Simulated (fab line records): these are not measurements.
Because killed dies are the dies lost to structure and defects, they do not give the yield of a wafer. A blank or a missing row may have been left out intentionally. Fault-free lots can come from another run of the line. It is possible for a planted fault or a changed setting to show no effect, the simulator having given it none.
What tool caused it?	flow sfq_line	45 wafers from 15 lots sampled at 6 of the route's 325 steps

== WHAT THE GAUGES READ, wafer by wafer ==
No reading from a measuring or inspecting step in the record can be judged against a usual standard deviation.

== WHAT TOOL EACH LOT RAN ON (gives the tool, then ch and the chambers of the sampled wafers, and finally the start) ==
lot	SFQ_TRILAYER_R5_DEP_SPUTTER_134	SFQ_TRILAYER_I5_BARC_OPEN_VIA_ETCH_200	SFQ_TRILAYER_I6_VIA_BARC_OPEN_VIA_ETCH_235	SFQ_TRILAYER_I6_VIA_ETCH_VIA_ETCH_172	SFQ_TRILAYER_I6_VIA_STRIP_STRIP_173	SFQ_TRILAYER_M7_LITHO_EXPOSE_178
L380	pvd_sputter-06, day 58 09:17	rie_diel-02 ch 2,3, day 58 18:01	rie_diel-04 ch 1,2, day 68 14:28	rie_diel-04 ch 1,2, day 68 14:30	rie_metal-04 ch 0,1, day 68 14:37	krf_scanner-02 ch 0, day 69 12:03
L382	pvd_sputter-06, day 58 14:56	rie_diel-01 ch 1,2,3, day 59 00:01	rie_diel-01 ch 0,1,2, day 68 20:28	rie_diel-01 ch 0,1,2, day 68 20:30	rie_metal-04 ch 0,1, day 68 20:37	krf_scanner-02 ch 0, day 69 21:27
L383	pvd_sputter-06, day 58 17:56	rie_diel-03 ch 0,1,3, day 59 02:25	rie_diel-02 ch 1,2,3, day 69 04:52	rie_diel-02 ch 1,2,3, day 69 04:54	rie_metal-04 ch 0,1, day 69 05:01	krf_scanner-02 ch 0, day 70 03:27
L384	pvd_sputter-04, day 59 17:09	rie_diel-02 ch 2,3, day 59 23:40	rie_diel-02 ch 0,2,3, day 69 18:04	rie_diel-02 ch 0,2,3, day 69 18:06	rie_metal-03 ch 0,1, day 69 18:13	krf_scanner-02 ch 0, day 70 19:03
L385	pvd_sputter-03, day 62 01:28	rie_diel-03 ch 0,1,3, day 67 22:08	rie_diel-01 ch 0,3, day 72 19:22	rie_diel-01 ch 0,3, day 72 19:24	rie_metal-03 ch 0,1, day 72 19:31	krf_scanner-02 ch 0, day 72 21:20
L386	pvd_sputter-03, day 62 07:28	rie_diel-01 ch 0,1, day 67 23:20	rie_diel-04 ch 0,1,2, day 72 21:02	rie_diel-04 ch 0,1,2, day 72 21:04	rie_metal-01 ch 0,1, day 72 21:11	krf_scanner-02 ch 0, day 72 23:44
L389	pvd_sputter-06, day 63 04:28	rie_diel-03 ch 1,2,3, day 68 15:02	rie_diel-04 ch 0,1,2, day 73 14:58	rie_diel-04 ch 0,1,2, day 73 15:01	rie_metal-03 ch 0,1, day 73 15:07	krf_scanner-02 ch 0, day 73 20:38
L394	pvd_sputter-03, day 64 02:47	rie_diel-01 ch 0,1,3, day 69 18:11	rie_diel-04 ch 1,3, day 76 15:12	rie_diel-04 ch 1,3, day 76 15:14	rie_metal-01 ch 0,1, day 76 15:33	krf_scanner-02, day 76 17:34
L395	pvd_sputter-06, day 64 14:43	rie_diel-01 ch 0,2,3, day 70 08:35	rie_diel-04 ch 0,3, day 77 12:56	rie_diel-04 ch 0,3, day 77 12:59	rie_metal-01 ch 0,1, day 77 13:06	krf_scanner-01, day 77 15:15
L396	pvd_sputter-03, day 64 23:43	rie_diel-01 ch 0,2,3, day 70 16:59	rie_diel-02 ch 1,2, day 78 10:40	rie_diel-02 ch 1,2, day 78 10:43	rie_metal-03 ch 0,1, day 78 10:49	krf_scanner-01, day 78 13:41
L397	pvd_sputter-04, day 65 05:58	rie_diel-02 ch 0,1, day 71 00:11	rie_diel-04 ch 1,2,3, day 79 11:59	rie_diel-04 ch 1,2,3, day 79 12:02	rie_metal-01 ch 1, day 79 12:44	krf_scanner-02 ch 0, day 79 15:17
L398	pvd_sputter-04, day 65 16:16	rie_diel-01 ch 0,1, day 71 02:35	rie_diel-04 ch 0,2,3, day 79 15:35	rie_diel-04 ch 0,2,3, day 79 15:38	rie_metal-03 ch 0,1, day 79 15:44	krf_scanner-02 ch 0, day 79 17:34
L399	pvd_sputter-06, day 66 00:13	rie_diel-03 ch 0,3, day 71 09:35	rie_diel-01 ch 0,1,2, day 79 17:59	rie_diel-01 ch 0,1,2, day 79 18:02	rie_metal-01 ch 1, day 79 18:20	krf_scanner-02 ch 0, day 79 20:46
L400	pvd_sputter-03, day 66 03:13	rie_diel-01 ch 0,2, day 71 12:01	rie_diel-02 ch 1,2,3, day 79 20:23	rie_diel-02 ch 1,2,3, day 79 20:26	rie_metal-04 ch 0,1, day 79 20:44	krf_scanner-02 ch 0, day 79 22:46
L401	pvd_sputter-06, day 66 04:16	rie_diel-03 ch 2,3, day 71 15:35	rie_diel-04 ch 0,2,3, day 79 21:35	rie_diel-04 ch 0,2,3, day 79 21:38	rie_metal-03 ch 0,1, day 79 21:44	krf_scanner-02 ch 0, day 80 01:58
- SFQ_TRILAYER_R5_DEP_SPUTTER_134: material Ti, target thk 5 nm, time 5 s.
- SFQ_TRILAYER_I5_BARC_OPEN_VIA_ETCH_200: etches BARC in O2, target depth 125 nm, time 41.7 s.
- SFQ_TRILAYER_I6_VIA_BARC_OPEN_VIA_ETCH_235: etches BARC in O2, target depth 125 nm, time 41.7 s.
- SFQ_TRILAYER_I6_VIA_ETCH_VIA_ETCH_172: etches SiO2 in CHF3, stops on Nb, target depth 260 nm.
- SFQ_TRILAYER_I6_VIA_STRIP_STRIP_173: strips in O2.
- SFQ_TRILAYER_M7_LITHO_EXPOSE_178: exposes mask M7, target cd 500 nm.

== WHAT THE TOOLS THEMSELVES READ (means of the sampled wafers that have a number; where no wafer has one, the mark that the record gives instead) ==
SFQ_TRILAYER_R5_DEP_SPUTTER_134.
lot	tool	throttle_valve_pct (%)
L380	pvd_sputter-06	29.4
L382	pvd_sputter-06	29.4
L383	pvd_sputter-06	29.6
L384	pvd_sputter-04	30.3
L385	pvd_sputter-03	29.7
L386	pvd_sputter-03	30.4
L389	pvd_sputter-06	29.5
L394	pvd_sputter-03	30.1
L395	pvd_sputter-06	29.7
L396	pvd_sputter-03	29.6
L397	pvd_sputter-04	29.1
L398	pvd_sputter-04	29.4
L399	pvd_sputter-06	29.7
L400	pvd_sputter-03	29.4
L401	pvd_sputter-06	29.4

SFQ_TRILAYER_I5_BARC_OPEN_VIA_ETCH_200.
lot	tool	bias_w (W)	chamber_pressure_mTorr (mTorr)	drypump_motor_current_A (A)	oes_product_au (a.u.)
L380	rie_diel-02	80.12	30.01	5.5	0.680
L382	rie_diel-01	80.12	29.98	5.5	0.682
L383	rie_diel-03	80.11	30.00	5.9	0.685
L384	rie_diel-02	79.99	30.02	5.4	0.690
L385	rie_diel-03	79.87	29.98	5.9	0.683
L386	rie_diel-01	80.06	29.99	5.8	0.687
L389	rie_diel-03	80.04	30.01	5.6	0.690
L394	rie_diel-01	80.01	30.00	5.6	0.687
L395	rie_diel-01	79.80	30.03	5.5	0.683
L396	rie_diel-01	80.04	29.97	5.6	0.680
L397	rie_diel-02	80.04	29.97	6.0	0.682
L398	rie_diel-01	80.20	29.98	5.8	0.684
L399	rie_diel-03	80.25	29.95	5.9	0.685
L400	rie_diel-01	80.02	30.01	5.8	0.684
L401	rie_diel-03	79.99	30.01	5.5	0.685

SFQ_TRILAYER_I6_VIA_BARC_OPEN_VIA_ETCH_235.
lot	tool	bias_w (W)	chamber_pressure_mTorr (mTorr)	drypump_motor_current_A (A)	oes_product_au (a.u.)
L380	rie_diel-04	80.22	29.960	5.0	0.687
L382	rie_diel-01	80.00	30.019	5.8	0.682
L383	rie_diel-02	80.11	30.006	5.3	0.688
L384	rie_diel-02	80.16	30.005	5.7	0.685
L385	rie_diel-01	80.23	29.997	5.6	0.685
L386	rie_diel-04	79.91	29.996	5.5	0.683
L389	rie_diel-04	79.95	30.032	5.5	0.688
L394	rie_diel-04	-	-	-	-
L395	rie_diel-04	-	-	-	-
L396	rie_diel-02	-	-	-	-
L397	rie_diel-04	79.85	30.012	5.3	0.685
L398	rie_diel-04	80.15	29.996	5.8	0.682
L399	rie_diel-01	80.10	29.979	5.8	0.687
L400	rie_diel-02	80.10	30.011	5.3	0.683
L401	rie_diel-04	80.10	30.016	5.8	0.688

SFQ_TRILAYER_I6_VIA_ETCH_VIA_ETCH_172.
lot	tool	bias_w (W)	chamber_pressure_mTorr (mTorr)	drypump_motor_current_A (A)	oes_product_au (a.u.)
L380	rie_diel-04	79.83	29.988	5.1	0.850
L382	rie_diel-01	79.99	30.000	5.8	0.857
L383	rie_diel-02	80.17	30.005	5.3	0.849
L384	rie_diel-02	80.00	30.001	5.8	0.853
L385	rie_diel-01	79.85	30.023	5.6	0.850
L386	rie_diel-04	79.95	29.985	5.5	0.854
L389	rie_diel-04	80.01	29.978	5.5	0.855
L394	rie_diel-04	80.15	29.997	5.3	0.376
L395	rie_diel-04	79.76	29.985	5.8	0.375
L396	rie_diel-02	80.09	30.000	5.4	0.374
L397	rie_diel-04	79.95	30.017	5.3	0.855
L398	rie_diel-04	79.89	30.025	5.8	0.845
L399	rie_diel-01	80.09	30.005	5.8	0.851
L400	rie_diel-02	80.16	29.969	5.3	0.856
L401	rie_diel-04	80.16	30.004	5.7	0.851

SFQ_TRILAYER_I6_VIA_STRIP_STRIP_173.
lot	tool	chamber_pressure_mTorr (mTorr)	drypump_motor_current_A (A)	he_backside_leak_sccm (sccm)	oes_product_au (a.u.)
L380	rie_metal-04	50.04	5.6	3.45	1.004
L382	rie_metal-04	50.05	5.6	3.52	1.003
L383	rie_metal-04	50.00	5.9	3.45	0.991
L384	rie_metal-03	50.02	5.3	3.41	1.009
L385	rie_metal-03	50.01	5.7	3.57	1.003
L386	rie_metal-01	50.02	5.6	3.58	0.996
L389	rie_metal-03	49.99	5.3	3.50	0.993
L394	rie_metal-01	50.04	5.4	3.69	1.002
L395	rie_metal-01	50.00	5.6	3.73	1.000
L396	rie_metal-03	50.03	5.6	3.54	0.994
L397	rie_metal-01	50.07	5.7	3.61	0.998
L398	rie_metal-03	49.99	5.3	3.64	1.003
L399	rie_metal-01	50.06	5.7	3.72	0.998
L400	rie_metal-04	49.97	5.6	3.60	1.013
L401	rie_metal-03	50.02	5.6	3.64	0.997

SFQ_TRILAYER_M7_LITHO_EXPOSE_178.
lot	tool	exposure_dose_mJ_cm2	focus_offset_nm (nm)
L380	krf_scanner-02	14.416	-0.3
L382	krf_scanner-02	14.395	-0.1
L383	krf_scanner-02	14.402	0.0
L384	krf_scanner-02	14.409	-0.2
L385	krf_scanner-02	14.388	-0.4
L386	krf_scanner-02	14.396	0.1
L389	krf_scanner-02	14.396	0.0
L394	krf_scanner-02	-	-
L395	krf_scanner-01	-	-
L396	krf_scanner-01	-	-
L397	krf_scanner-02	14.418	0.5
L398	krf_scanner-02	14.395	-0.4
L399	krf_scanner-02	14.401	-0.4
L400	krf_scanner-02	14.394	-0.6
L401	krf_scanner-02	14.408	-0.9

== THE ANSWER, worked out from the rows above alone ==
Rule: what is usual is taken from the lots themselves. Put in order of their means at a reading, lots are off if they are a third of the lots or fewer, leave a main group of 4 or more, and stand apart from it by a gap of 3 or more times the standard deviation of the main group's means; of several such gaps the widest counts. A main group whose means are all the same, to the digits that the tables above print for the reading, isn't used. A lot without any number at a reading at which 4 lots or more have one is off too. Where the step has rows for the other lots, those lots are counted as sound. After the gauges, taken in route order, come the tools' own readings; for these a lot's mean is taken, as printed above. At the first step where some lot is off, the reading lying furthest off is the one used; lots without a number count as furthest.
Off: L394, L395, L396 (SFQ_TRILAYER_I6_VIA_BARC_OPEN_VIA_ETCH_235, bias_w). Without a number there: L394, L395, L396. The main group has a mean of 80.07 W with a standard deviation of 0.12.
A tool fits if, at that step or a process step before it, it ran every lot that is off, and no sound lot after the first of them. No candidate that was tried fits.

== WHAT HAD BEEN PUT IN BY THE SIMULATOR ==
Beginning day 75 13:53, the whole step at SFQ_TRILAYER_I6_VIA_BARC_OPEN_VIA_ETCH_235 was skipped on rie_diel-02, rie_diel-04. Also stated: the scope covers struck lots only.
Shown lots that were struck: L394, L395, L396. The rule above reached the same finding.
